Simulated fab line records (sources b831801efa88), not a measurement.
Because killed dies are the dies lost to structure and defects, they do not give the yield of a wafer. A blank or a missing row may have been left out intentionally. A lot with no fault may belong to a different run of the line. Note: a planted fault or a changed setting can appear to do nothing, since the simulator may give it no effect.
Which tool was responsible? -- flow sky130 -- Sampling: 6 lots, 18 wafers, 2 of 708 route steps

== WHAT THE GAUGES READ, wafer by wafer ==
SKY_GATE_OXIDE_TW_MEAS_14.
lot,measured,on,GATE_OXIDE_TW
L638,day 13 22:02,filmMetro-03,222.4 223.7 224.9
L643,day 16 02:47,filmMetro-02,225.3 224.3 225.0
L646,day 16 23:57,filmMetro-03,222.2 222.2 222.3
L651,day 18 14:02,filmMetro-01,224.3 224.2 224.6
L658,day 21 03:02,filmMetro-03,202.2 201.9 200.3 200.4 201.9 200.8
L660,day 21 21:16,filmMetro-02,223.7 225.1 225.4

== WHAT TOOL EACH LOT RAN ON (gives the tool, then ch and the chambers of the sampled wafers, and finally the start) ==
lot,SKY_GATE_OXIDE_IMPLANT_11
L638,"implanter-03 ch 0, day 13 21:41"
L643,"implanter-03 ch 0, day 16 02:28"
L646,"implanter-02 ch 0, day 16 23:39"
L651,"implanter-03 ch 0, day 18 13:43"
L658,"implanter-03 ch 0, day 21 02:43"
L660,"implanter-02 ch 0, day 21 20:55"
- SKY_GATE_OXIDE_IMPLANT_11

== THE ANSWER, worked out from the rows above alone ==
Rule: the usual values come from the lots themselves. The widest of any qualifying gaps counts: lots, ordered by their means at a reading, are off when they make up no more than a third of the lots, leave a main group of 4 or more, and stand apart from it by 3 or more times the standard deviation of that group's means. A main group is skipped when, at the precision printed for the reading in the tables above, its means are all equal. Also off: a lot with no number at a reading for which 4 or more lots have one. The other lots that the step has rows for count as sound.
Off: at SKY_GATE_OXIDE_TW_MEAS_14 (GATE_OXIDE_TW), L658. The main group: mean 224.0, standard deviation 0.96.
A tool fits if, at a process step before that reading, it ran every lot that is off, and no sound lot after the first of them. The gauges at SKY_GATE_OXIDE_TW_MEAS_14 are tried like those tools. 2 tools fit, implanter-03 at SKY_GATE_OXIDE_IMPLANT_11 and filmMetro-03 at SKY_GATE_OXIDE_TW_MEAS_14, so this cannot tell which one it is.

== WHAT THE SIMULATOR HAD INSERTED ==
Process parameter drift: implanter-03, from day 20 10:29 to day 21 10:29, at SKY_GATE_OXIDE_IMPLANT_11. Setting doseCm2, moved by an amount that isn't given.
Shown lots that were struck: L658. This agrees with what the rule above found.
